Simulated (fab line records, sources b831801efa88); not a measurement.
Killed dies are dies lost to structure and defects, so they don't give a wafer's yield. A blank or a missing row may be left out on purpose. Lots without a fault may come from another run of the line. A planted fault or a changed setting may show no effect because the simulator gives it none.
Which tool did it? | flow gf180mcu | 11 lots, 33 wafers sampled, at 1 step of a route of 602

WHAT THE GAUGES READ, wafer by wafer
GF_V4_RS_MEAS_24: measures by four-point-probe.
lot  | measured     | on            | V4_W_RS (ohm/sq)
L328 | day 24 19:24 | film_metro-01 | 0.325 0.326 0.318
L329 | day 25 04:56 | film_metro-04 | 0.324 0.330 0.328
L330 | day 25 08:25 | film_metro-01 | 0.325 0.325 0.330
L336 | day 27 06:57 | film_metro-04 | 0.331 0.331 0.334
L340 | day 29 00:44 | film_metro-02 | 0.322 0.326 0.327
L343 | day 29 13:43 | film_metro-04 | 0.324 0.329 0.326
L344 | day 29 22:01 | film_metro-02 | 0.333 0.333 0.336
L345 | day 30 05:34 | film_metro-04 | 0.340 0.339 0.342
L347 | day 30 15:54 | film_metro-02 | 0.321 0.326 0.323
L348 | day 31 00:13 | film_metro-04 | 0.322 0.325 0.326
L349 | day 31 06:01 | film_metro-01 | 0.336 0.335 0.336

WHICH TOOL RAN EACH LOT (tool, then ch and the chambers of the sampled wafers, then the start)
The record holds no process step before these readings.

WHAT THE TOOLS THEMSELVES READ (means of the sampled wafers that have a number; where no wafer has one, the mark that the record gives instead)
The record holds no such reading with a usual standard deviation.

THE ANSWER, worked out from the rows above alone
Rule: what is usual is taken from the lots themselves. Put in order of their means at a reading, lots are off if they are a third of the lots or fewer, leave a main group of 4 or more, and stand apart from it by a gap of 3 or more times the standard deviation of the main group's means; of several such gaps the widest counts. A main group whose means are all the same, to the digits that the tables above print for the reading, isn't used. A lot without any number at a reading at which 4 lots or more have one is off too. The other lots that the step has rows for count as sound. The gauges are gone through in route order, then the tools' own readings, and for those a lot's mean is taken as printed above. The first step at which some lot is off is used, and at that step the reading that is off furthest; a lot without a number counts as furthest.
No lot is off at any reading shown: from this, nothing can be told.

WHAT THE SIMULATOR HAD PUT IN
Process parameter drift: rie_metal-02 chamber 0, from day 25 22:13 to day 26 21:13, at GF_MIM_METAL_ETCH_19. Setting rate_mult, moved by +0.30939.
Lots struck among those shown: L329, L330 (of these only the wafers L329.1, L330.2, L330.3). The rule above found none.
